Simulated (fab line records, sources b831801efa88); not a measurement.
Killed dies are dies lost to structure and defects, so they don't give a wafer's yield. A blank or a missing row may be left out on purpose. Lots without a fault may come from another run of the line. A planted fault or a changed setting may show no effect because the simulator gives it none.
A struck lot beside a sound one | flow gf180mcu | 27 steps out of a route of 602
Sound: wafers L749.2, L749.3, L749.5. Struck: wafers L746.1, L746.3, L746.5. The cause comes at the end.
At each step with rows: each side's tool, then ch and its chambers, then its first start. Under that, the readings that differ: sound wafers | struck wafers | difference of the means | sigmas: that difference in standard deviations of wafers without a fault.
alike: readings whose means differ by less than 2 such deviations, and words and numbers that are the same on both sides. not compared: withheld readings, readings that some wafer has no value for, bounds like >300 that may hide the same value, and numbers for which the record gives no deviation and whose values overlap.
The two part at a step that has a row with sigmas, a row that says differs or no value, or rows on one side only. Numbers that don't overlap but have no deviation are shown without sigmas and don't part them. A reading that every wafer of one side lacks parts them only if that side has two wafers or more.

first, 8 steps without rows for these wafers: GF_CONTACT_ETCH_17 (etches SiO2 in C4F8/O2/Ar, stops on CoSi2, target depth 860 nm); GF_CONTACT_STRIP_18 (strips in O2/N2); GF_CONTACT_CLEAN_19 (cleans in SPM); GF_CONTACT_CLEAN_20 (cleans in DIW); GF_CONTACT_CLEAN_21 (cleans in dHF, time 20 s); GF_CONTACT_SPUTTER_22 (material Ti, target thk 15 nm, time 80.02 s); GF_CONTACT_SPUTTER_23 (material TiN, target thk 10 nm, time 40 s); GF_CONTACT_CVD_24 (deposits W, target thk 300 nm, time 90.339 s).
GF_CONTACT_RS_MEAS_25: measures by four-point-probe.
  sound on film_metro-03, day 20 18:45; struck on film_metro-04, day 19 21:05
  alike: CONTACT_W_RS
GF_CONTACT_THK_MEAS_26: measures by xrf.
  sound on film_metro-03, day 20 18:52; struck on film_metro-04, day 19 21:13
  alike: CONTACT_W_THK
GF_CONTACT_CMP_27: polishes, stops on SiO2, t overpolish 15 s, target thk 0 nm.
  sound on cmp-01 ch 2,3, day 20 18:55; struck on cmp-01 ch 1,2, day 19 21:16
  alike: motor_current_A, overpolish_run_s, time_to_endpoint_s
GF_M1_SPUTTER_00: material Ti, target thk 37.5 nm, time 150 s.
  sound on pvd_sputter-02, day 20 19:13; struck on pvd_sputter-02, day 19 21:34
  alike: cathode_dc_power_W, chamber_pressure_pa, throttle_valve_pct
GF_M1_SPUTTER_01: material TiN, target thk 30 nm, time 25 s.
  sound on pvd_sputter-02, day 20 19:19; struck on pvd_sputter-02, day 19 21:40
  no value came back on the struck wafers for cathode_dc_power_W (W), chamber_pressure_pa (Pa), throttle_valve_pct (%); on the sound wafers cathode_dc_power_W (W) reads 6499.4 6500.4 6499.7
GF_M1_SPUTTER_02: material AlCu, target thk 450 nm, time 23.9 s.
  sound on pvd_sputter-02, day 20 19:20; struck on pvd_sputter-02, day 19 21:42
  alike: cathode_dc_power_W, chamber_pressure_pa, throttle_valve_pct
GF_M1_SPUTTER_03: material Ti, target thk 10 nm, time 6.7 s.
  sound on pvd_sputter-02, day 20 19:22; struck on pvd_sputter-02, day 19 21:44
  alike: cathode_dc_power_W, chamber_pressure_pa, throttle_valve_pct
then, 8 steps without rows for these wafers: GF_M1_SPUTTER_04 (material TiN, target thk 50 nm, time 41.7 s); GF_M1_DEHYDRATE_07 (time 60 s); GF_M1_HMDS_08 (prime time 60 s); GF_M1_COAT_09 (resist thk 1000 nm); GF_M1_SOFTBAKE_10 (time 60 s); GF_M1_EXPOSE_11 (exposes mask Metal1, target cd 230 nm); GF_M1_PEB_12 (peb time 90 s); GF_M1_DEVELOP_13 (develop time 60 s).
GF_M1_CD_MEAS_14: target cd 230 nm.
  sound on cd_sem-01, day 21 19:50; struck on cd_sem-02, day 20 22:20
  alike: cd_nm
GF_M1_OVL_MEAS_15:
  sound on overlay-01, day 21 19:56; struck on overlay-02, day 20 22:27
  alike: M1_OVL
GF_M1_METAL_ETCH_16: etches the open film in Cl2/BCl3, stops on SiO2, target depth 627.5 nm, time 104.6 s.
  sound on rie_metal-01 ch 0,1, day 21 19:58; struck on rie_metal-03 ch 0,1, day 20 22:29
  reading                | sound                | struck               | difference | sigmas
  oes_product_au (a.u.)  | 0.964 0.961 0.961    | 0.941 0.947 0.948    | -0.017     | -3
  throttle_valve_pct (%) | 28.263 28.262 28.252 | 28.289 28.277 28.287 | +0.025     | +2
  alike: drypump_motor_current_A
  not compared: rf_hours_counter_h
GF_M1_STRIP_17: strips in O2/N2.
  sound on plasma_asher-01 ch 1, day 21 20:05; struck on plasma_asher-01 ch 0,1, day 20 22:36
  reading             | sound             | struck            | difference | sigmas
  n2_flow_sccm (sccm) | 298.1 298.4 297.7 | 301.3 301.2 299.7 | +2.7       | +3
  alike: drypump_motor_current_A, heater_power_w, oes_product_au, strip_time_to_endpoint_s
  not compared: rf_hours_counter_h

WHERE THEY PART
First at GF_M1_SPUTTER_01; last, within this record, at GF_M1_STRIP_17.

WHY: what the simulator had put in
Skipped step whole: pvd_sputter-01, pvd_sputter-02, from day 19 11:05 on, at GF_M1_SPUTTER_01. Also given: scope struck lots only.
